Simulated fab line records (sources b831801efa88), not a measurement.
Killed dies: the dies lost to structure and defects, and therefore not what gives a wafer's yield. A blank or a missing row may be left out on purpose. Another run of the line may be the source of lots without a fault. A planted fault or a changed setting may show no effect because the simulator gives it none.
Struck lot and sound lot, side by side | flow sky130 | 28 steps out of a route of 708
Sound: the wafers L835.1, L835.2, L835.4. Struck: wafer L844.6. (L844.2, L844.3 of the same lot were not struck and are left out.) The cause comes at the end.
For every step that has rows: the tool of each side, followed by ch and its chambers, followed by its first start. Under that, the readings that differ: sound wafers | struck wafers | difference of the means | sigmas: that difference in standard deviations of wafers without a fault.
alike: readings with means less than 2 such deviations apart, plus words and numbers identical on both sides. not compared: withheld readings, readings lacking a value on some wafer, bounds such as >300 that could conceal the same value, and numbers that have no deviation in the record and whose values overlap.
The two part at a step that has a row with sigmas, a row that says differs or no value, or rows on one side only. Numbers that have no deviation but don't overlap get no sigmas and don't part them. A reading missing from all wafers of one side parts the sides only when that side holds two or more wafers.

first, 4 steps without rows for these wafers: SKY_VIA4_STRIP_14 (strips in post etch residue remover, time 1200 s); SKY_VIA4_CLEAN_15 (cleans in IPA, time 180 s); SKY_VIA4_CLEAN_16 (cleans in O3/DIW); SKY_VIA4_SPUTTER_17 (material TiN, target thk 20 nm, time 80 s).
SKY_VIA4_CVD_18: deposits W, target thk 505 nm, time 152.14 s.
  sound on cvd-w-01 ch 0,1, day 45 01:49; struck on cvd-w-01 ch 1, day 47 04:05
  reading              | sound                | struck | difference | sigmas
  susceptor-temp-C (C) | 400.23 400.24 400.01 | 399.70 | -0.46      | -2
  alike: heater-power-w
SKY_VIA4_RS_MEAS_19: measurement is done with a four-point probe.
  sound on film-metro-01 at day 45 01:58; struck on film-metro-01 at day 47 04:16
  alike: VIA4_W_RS
SKY_VIA4_THK_MEAS_20: measures by xrf.
  sound on film-metro-01 at day 45 02:05; struck on film-metro-01 at day 47 04:22
  alike: VIA4_W_THK
SKY_VIA4_CMP_21: polishes, stops on SiO2, t overpolish 25 s, target thk 0 nm.
  sound on cmp-01 ch 1,2,3, day 45 02:08; struck on cmp-01 ch 3, day 47 04:25
  alike: motor-current-A, overpolish-run-s, time-to-endpoint-s
then, 1 step without rows for these wafers: SKY_METAL5_SPUTTER_00 (material Ti, target thk 15 nm, time 10 s).
SKY_METAL5_SPUTTER_01: material TiN, target thk 20 nm, time 16.7 s.
  sound on pvd-sputter-03 at day 45 02:28; struck on pvd-sputter-02 at day 47 04:44
  alike: throttle-valve-pct
then, 2 steps without rows for these wafers: SKY_METAL5_SPUTTER_02 (material AlCu, target thk 1150 nm, time 61.2 s); SKY_METAL5_SPUTTER_03 (material Ti, target thk 5 nm, time 3.3 s).
SKY_METAL5_SPUTTER_04: material TiN, target thk 70 nm, time 58.3 s.
  sound on pvd-sputter-03 at day 45 02:34; struck on pvd-sputter-02 at day 47 04:50
  reading                                    | sound            | struck | difference | sigmas
  model.TiN_of_METAL5_SPUTTER_04.thk-nm (nm) | 69.99 69.7 70.84 | 93.33  | +23.15     |
  alike: throttle-valve-pct
SKY_METAL5_RS_MEAS_05: measurement is done with a four-point probe.
  sound on film-metro-01 at day 45 02:37; struck on film-metro-02 at day 47 04:54
  alike: METAL5_ALCU_RS
SKY_METAL5_THK_MEAS_06: measures by xrf.
  sound on film-metro-01 at day 45 02:44; struck on film-metro-02 at day 47 05:01
  reading              | sound          | struck | difference | sigmas
  METAL5_ALCU_THK (nm) | 1140 1149 1144 | 1054   | -90        | -7
then, 7 steps without rows for these wafers: SKY_METAL5_DEHYDRATE_07 (time 60 s); SKY_METAL5_HMDS_08 (prime time 60 s); SKY_METAL5_COAT_09 (resist thk 1800 nm); SKY_METAL5_SOFTBAKE_10 (time 60 s); SKY_METAL5_EXPOSE_11 (exposes mask MM5, target cd 1600 nm); SKY_METAL5_PEB_12; SKY_METAL5_DEVELOP_13 (develop time 60 s).
SKY_METAL5_DESCUM_14: chemistry O2, time 11 s.
  sound on rie-metal-02 ch 0,1, day 46 00:03; struck on rie-metal-03 ch 0, day 48 00:03
  alike: drypump-motor-current-A, oes-product-au
  not compared: rf-hours-counter-h
SKY_METAL5_METAL_ETCH_15: etches the open film in Cl2/BCl3, stops on SiO2, target depth 1260 nm, time 252 s.
  sound on rie-metal-02 ch 0,1, day 46 00:05; struck on rie-metal-03 ch 0, day 48 00:05
  alike: drypump-motor-current-A, oes-product-au, throttle-valve-pct
  not compared: rf-hours-counter-h
then, 1 step without rows for these wafers: SKY_METAL5_STRIP_16 (strips in O2/N2).
SKY_METAL5_STRIP_17: strips in post etch residue remover, time 1200 s.
  sound on wet-bench-03 ch 1, day 46 00:25; struck on wet-bench-01 ch 3, day 48 00:25
  reading                                    | sound             | struck | difference | sigmas
  model.TiN_of_METAL5_SPUTTER_04.thk-nm (nm) | 69.57 69.28 70.42 | 92.92  | +23.16     |
then, 1 step without rows for these wafers: SKY_METAL5_CLEAN_18 (cleans in IPA, time 180 s).
SKY_PAD_OPEN_PROBE_99:
  sound on prober-01 at day 47 19:46; struck on prober-01 at day 49 14:44
  reading            | sound    | struck | difference | sigmas
  killed-at-contacts | 20 21 24 | 35     | +13        | +2
  alike: defect-limited-yield, killed_at_M0_to_M3, killed_at_M4_up, killed-at-front-end, killed-at-other, killed-dies, killed-open, killed-short, sort_bin_3_pad_short, sort_bin_5_function, sort_bin_6_memory, sort-n-pass, sort-yield-pct

== WHERE THEY PART ==
First at SKY_VIA4_CVD_18; last, within this record, at SKY_PAD_OPEN_PROBE_99.

WHY: whatever the simulator had introduced
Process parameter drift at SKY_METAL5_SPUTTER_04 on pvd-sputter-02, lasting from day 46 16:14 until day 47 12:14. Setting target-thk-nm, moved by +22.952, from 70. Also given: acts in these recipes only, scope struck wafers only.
